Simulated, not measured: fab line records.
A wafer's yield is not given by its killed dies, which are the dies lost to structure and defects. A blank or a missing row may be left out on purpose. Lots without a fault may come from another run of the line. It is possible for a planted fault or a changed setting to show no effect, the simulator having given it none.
fab line records ; flow sky130 ; part 2 of 2: steps 28 to 37 of 37
record lots=5; wafers=15; lastDay=50
route steps=708 shown NWELL@72 PWDE@84 VT_ADJUST_HVTP@85 VT_ADJUST_LVTN@97
lots with no fault: from the same line, run without faults
startH: start of the lot's first displayed wafer, in hours after the record's first day ; waitH: time in hours since the lot's previous step ; " same as the row above ; L1.1+2: a single row standing in for several wafers ; - no value present, or no start provided ; * or withheld: withheld ; < > ~ a bound
route shown NAME@n: a module of which the file shows steps, and the number in the route of the first ; usual: the fault-free wafers' mean and standard deviation ; same: alike in all rows ; chamber/n: place in a boat ; sites: per-site readings ; _std_site: how widely they spread, as a standard deviation ; _edge_site: mean of outer sites minus mean of inner sites ; radiusMm: for every site, how far away it sits from the centre of the wafer ; mask NAME#n: copy n ; behind: the most recent tool/chamber to have shaped the wafer ; hold: cause of the lot's hold/its duration in hours/its outcome ; device: which transistor (n, p or np) failed to switch ; end of line: tests run on the same wafers once the route is complete ; for a step that has no rows: nothing shown but its recipe ; killed: at the first sort, the dies lost to defects and structure; wafer yield is something else ; map: per-die view of a wafer (x killed, . not killed, _ where there is no die)
set.NAME: the setting as run; set.NAME@STEP: as run at that earlier step ; model.NAME: the simulator's own value behind a step, which no gauge read
lots at some steps of the route; a table a step, a row a wafer
services: the hour from which a tool's chamber was out of use, counted from the record's first day as startH (under 0 if before that day), plus the number of hours and why
## steps
# step SKY_VT_ADJUST_LVTN_SOFTBAKE_03
# recipe tempC=110; timeS=withheld
# usual chillPlateTempC=22.98/0.12
lot.wafer;tool;chamber;startH;waitH;chillPlateTempC
L078.1;lithoTrack-02;0;165.21;0.1;23.07
L078.2;lithoTrack-02;0;165.21;0.1;23.09
L078.5;lithoTrack-02;0;165.21;0.1;23.18
L080.2;lithoTrack-02;0;174.34;0.1;23.15
L080.3;lithoTrack-02;0;174.34;0.1;22.98
L080.5;lithoTrack-02;0;174.34;0.1;23.11
L092.2;lithoTrack-02;0;255.54;0.1;23.12
L092.3;lithoTrack-02;0;255.54;0.1;22.95
L092.4;lithoTrack-02;0;255.54;0.1;23.05
L093.2;lithoTrack-01;0;260.01;0.1;22.85
L093.4;lithoTrack-01;0;260.01;0.1;22.90
L093.6;lithoTrack-01;0;260.01;0.1;23.04
L095.2;lithoTrack-01;0;281.31;0.1;22.88
L095.4;lithoTrack-01;0;281.31;0.1;23.29
L095.5;lithoTrack-01;0;281.31;0.1;23.10
# step SKY_VT_ADJUST_LVTN_EXPOSE_04
# recipe maskId=NWM_COMPLEMENT_LESS_NATIVE; na=0.6; sourceShape=conventional; sigmaOuter=0.6; polarization=unpolarized; targetCdNm=840; doseMj=194
lot.wafer;tool;chamber;startH;waitH;mask
L078.1+2+5;ilineStepper-02;0;-;-;NWM_COMPLEMENT_LESS_NATIVE#0
L080.2+3+5;ilineStepper-01;0;-;-;NWM_COMPLEMENT_LESS_NATIVE#0
L092.2+3+4;ilineStepper-01;0;-;-;NWM_COMPLEMENT_LESS_NATIVE#0
L093.2+4+6;ilineStepper-01;0;-;-;NWM_COMPLEMENT_LESS_NATIVE#0
L095.2+4+5;ilineStepper-01;0;-;-;NWM_COMPLEMENT_LESS_NATIVE#0
# step SKY_VT_ADJUST_LVTN_PEB_05
# recipe tempC=115; timeS=withheld
# usual chillPlateTempC=22.99/0.1
lot.wafer;tool;chamber;startH;waitH;chillPlateTempC
L078.1;lithoTrack-01;0;-;-;22.97
L078.2;lithoTrack-01;0;-;-;23.03
L078.5;lithoTrack-01;0;-;-;22.87
L080.2;lithoTrack-01;0;-;-;22.88
L080.3;lithoTrack-01;0;-;-;23.02
L080.5;lithoTrack-01;0;-;-;23.09
L092.2;lithoTrack-02;0;-;-;23.10
L092.3;lithoTrack-02;0;-;-;23.08
L092.4;lithoTrack-02;0;-;-;23.16
L093.2;lithoTrack-03;0;-;-;23.04
L093.4;lithoTrack-03;0;-;-;22.98
L093.6;lithoTrack-03;0;-;-;23.08
L095.2;lithoTrack-01;0;-;-;22.94
L095.4;lithoTrack-01;0;-;-;23.03
L095.5;lithoTrack-01;0;-;-;22.97
# step SKY_VT_ADJUST_LVTN_DEVELOP_06
# recipe wallAngleDeg=90; developer=TMAH; developTimeS=60; devTempC=23
# usual chillPlateTempC=23.00/0.12
lot.wafer;tool;chamber;startH;waitH;chillPlateTempC
L078.1;lithoTrack-01;0;-;-;22.97
L078.2;lithoTrack-01;0;-;-;23.01
L078.5;lithoTrack-01;0;-;-;23.03
L080.2;lithoTrack-01;0;-;-;23.06
L080.3;lithoTrack-01;0;-;-;23.14
L080.5;lithoTrack-01;0;-;-;22.96
L092.2;lithoTrack-02;0;-;-;22.94
L092.3;lithoTrack-02;0;-;-;22.85
L092.4;lithoTrack-02;0;-;-;22.76
L093.2;lithoTrack-03;0;-;-;22.96
L093.4;lithoTrack-03;0;-;-;23.15
L093.6;lithoTrack-03;0;-;-;23.30
L095.2;lithoTrack-01;0;-;-;22.88
L095.4;lithoTrack-01;0;-;-;22.93
L095.5;lithoTrack-01;0;-;-;23.05
# step SKY_VT_ADJUST_LVTN_OVL_MEAS_07
# usual VT_ADJUST_LVTN_OVL=1.1/1.3
lot.wafer;tool;chamber;startH;waitH;VT_ADJUST_LVTN_OVL[nm]
L078.1;overlay-01;-;174.78;-;0.2
L078.2;overlay-01;-;174.78;-;1.7
L078.5;overlay-01;-;174.78;-;2.0
L080.2;overlay-01;-;183.54;-;-1.6
L080.3;overlay-01;-;183.54;-;-0.1
L080.5;overlay-01;-;183.54;-;-1.1
L092.2;overlay-01;-;268.26;-;3.8
L092.3;overlay-01;-;268.26;-;2.4
L092.4;overlay-01;-;268.26;-;2.7
L093.2;overlay-02;-;272.49;-;3.0
L093.4;overlay-02;-;272.49;-;2.6
L093.6;overlay-02;-;272.49;-;2.5
L095.2;overlay-02;-;294.19;-;1.0
L095.4;overlay-02;-;294.19;-;1.6
L095.5;overlay-02;-;294.19;-;1.5
# step SKY_VT_ADJUST_LVTN_IMPLANT_08
# recipe species=B; energyKev=30; doseCm2=1.57e+12; tiltDeg=withheld
lot.wafer;tool;chamber;startH;waitH
L078.1+2+5;implanter-04;0;174.82;0.0
L080.2+3+5;implanter-03;0;183.59;0.0
L092.2+3+4;implanter-04;0;268.32;0.0
L093.2+4+6;implanter-04;0;272.54;0.0
L095.2+4+5;implanter-03;0;294.24;0.0
# step SKY_VT_ADJUST_LVTN_STRIP_09
# recipe chemistry=O2/N2; powerW=1400; pressureMtorr=1500; platenTempC=withheld; o2FlowSccm=3000; n2FlowSccm=300; overashFraction=0.5
# usual drypumpMotorCurrentA=5.92/0.29; oesProductAu=0.721/0.0044; stripTimeToEndpointS=36.94/0.1
lot.wafer;tool;chamber;startH;waitH;drypumpMotorCurrentA;oesProductAu;rfHoursCounterH;stripTimeToEndpointS
L078.1;plasmaAsher-02;0;174.97;0.1;5.87;0.712;49;36.90
L078.2;plasmaAsher-02;1;174.97;0.1;6.28;0.729;49;36.92
L078.5;plasmaAsher-02;1;174.97;0.1;6.25;0.722;-;36.90
L080.2;plasmaAsher-04;1;183.72;0.1;6.09;0.718;6;37.03
L080.3;plasmaAsher-04;0;183.72;0.1;5.56;0.720;-;36.94
L080.5;plasmaAsher-04;0;183.72;0.1;5.55;0.723;-;37.01
L092.2;plasmaAsher-02;1;268.44;0.1;6.28;0.720;58;36.88
L092.3;plasmaAsher-02;0;268.44;0.1;5.87;0.729;-;37.01
L092.4;plasmaAsher-02;1;268.44;0.1;6.29;0.730;-;36.93
L093.2;plasmaAsher-02;1;272.67;0.1;6.27;0.715;59;36.86
L093.4;plasmaAsher-02;1;272.67;0.1;6.27;0.726;-;36.99
L093.6;plasmaAsher-02;1;272.67;0.1;6.24;0.722;-;36.92
L095.2;plasmaAsher-04;0;294.37;0.1;5.56;0.720;17;36.94
L095.4;plasmaAsher-04;0;294.37;0.1;5.54;0.722;-;36.91
L095.5;plasmaAsher-04;1;294.37;0.1;6.09;0.723;-;37.10
# step SKY_VT_ADJUST_LVTN_TW_MEAS_10
# usual VT_ADJUST_LVTN_TW=243.8/1.2
lot.wafer;tool;chamber;startH;waitH;VT_ADJUST_LVTN_TW
L078.1;filmMetro-03;-;175.07;0.1;243.9
L078.2;filmMetro-03;-;175.07;0.1;244.9
L078.5;filmMetro-03;-;175.07;0.1;245.0
L080.2;filmMetro-03;-;183.83;0.1;243.5
L080.3;filmMetro-03;-;183.83;0.1;244.4
L080.5;filmMetro-03;-;183.83;0.1;243.9
L092.2;filmMetro-02;-;268.55;0.1;246.0
L092.3;filmMetro-02;-;268.55;0.1;245.8
L092.4;filmMetro-02;-;268.55;0.1;245.5
L093.2;filmMetro-03;-;272.78;0.1;241.8
L093.4;filmMetro-03;-;272.78;0.1;242.3
L093.6;filmMetro-03;-;272.78;0.1;241.0
L095.2;filmMetro-01;-;294.48;0.1;245.2
L095.4;filmMetro-01;-;294.48;0.1;245.2
L095.5;filmMetro-01;-;294.48;0.1;244.0
# step SKY_VT_ADJUST_LVTN_DEHYDRATE_11
# recipe tempC=200; timeS=60
# usual chillPlateTempC=22.99/0.12
lot.wafer;tool;chamber;startH;waitH;chillPlateTempC
L078.1;lithoTrack-03;0;183.63;8.6;23.05
L078.2;lithoTrack-03;0;183.63;8.6;22.93
L078.5;lithoTrack-03;0;183.63;8.6;23.03
L080.2;lithoTrack-02;0;193.38;9.5;23.09
L080.3;lithoTrack-02;0;193.38;9.5;23.20
L080.5;lithoTrack-02;0;193.38;9.5;23.14
L092.2;lithoTrack-01;0;279.66;11.1;22.83
L092.3;lithoTrack-01;0;279.66;11.1;22.80
L092.4;lithoTrack-01;0;279.66;11.1;22.83
L093.2;lithoTrack-02;0;283.73;10.9;23.05
L093.4;lithoTrack-02;0;283.73;10.9;22.94
L093.6;lithoTrack-02;0;283.73;10.9;22.93
L095.2;lithoTrack-01;0;306.76;12.3;23.04
L095.4;lithoTrack-01;0;306.76;12.3;23.07
L095.5;lithoTrack-01;0;306.76;12.3;23.05
# step SKY_VT_ADJUST_LVTN_HMDS_12
# recipe primeTimeS=60; primeTempC=120
# usual chillPlateTempC=23.01/0.085
lot.wafer;tool;chamber;startH;waitH;chillPlateTempC
L078.1;lithoTrack-03;0;183.78;0.1;23.08
L078.2;lithoTrack-03;0;183.78;0.1;22.98
L078.5;lithoTrack-03;0;183.78;0.1;23.08
L080.2;lithoTrack-02;0;193.53;0.1;23.01
L080.3;lithoTrack-02;0;193.53;0.1;23.16
L080.5;lithoTrack-02;0;193.53;0.1;23.03
L092.2;lithoTrack-01;0;279.81;0.1;22.93
L092.3;lithoTrack-01;0;279.81;0.1;23.11
L092.4;lithoTrack-01;0;279.81;0.1;23.01
L093.2;lithoTrack-02;0;283.88;0.1;22.94
L093.4;lithoTrack-02;0;283.88;0.1;23.19
L093.6;lithoTrack-02;0;283.88;0.1;23.09
L095.2;lithoTrack-01;0;306.91;0.1;23.09
L095.4;lithoTrack-01;0;306.91;0.1;22.83
L095.5;lithoTrack-01;0;306.91;0.1;23.05
## services
tool;chamber;startH;hours;kind
ilineStepper-02;-;105.99;1.7;repair
plasmaAsher-04;-;108.75;9.0;pm
plasmaAsher-04;0;108.75;9.0;ventCycle
plasmaAsher-04;1;108.75;9.0;ventCycle
plasmaAsher-04;0;117.75;-;clean
plasmaAsher-04;1;117.75;-;clean
implanter-03;-;119.74;3.4;pm
ilineStepper-01;-;123.77;1.7;pm
plasmaAsher-03;-;124.00;1.4;repair
ilineStepper-02;-;138.21;1.7;pm
implanter-03;-;154.22;1.7;repair
implanter-03;-;170.53;12.5;pm
ilineStepper-02;-;176.02;14.3;repair
ilineStepper-02;-;199.75;4.3;pm
implanter-03;-;211.94;6.4;repair
wetBench-03;-;230.13;1.6;repair
implanter-02;-;232.64;5.2;repair
ilineStepper-01;-;232.75;8.9;pm
implanter-02;-;246.16;3.4;pm
implanter-02;-;263.97;1.1;repair
implanter-02;-;269.69;9.6;repair
implanter-02;-;275.97;3.2;repair
plasmaAsher-01;-;285.07;5.1;repair
implanter-04;-;292.06;3.2;repair
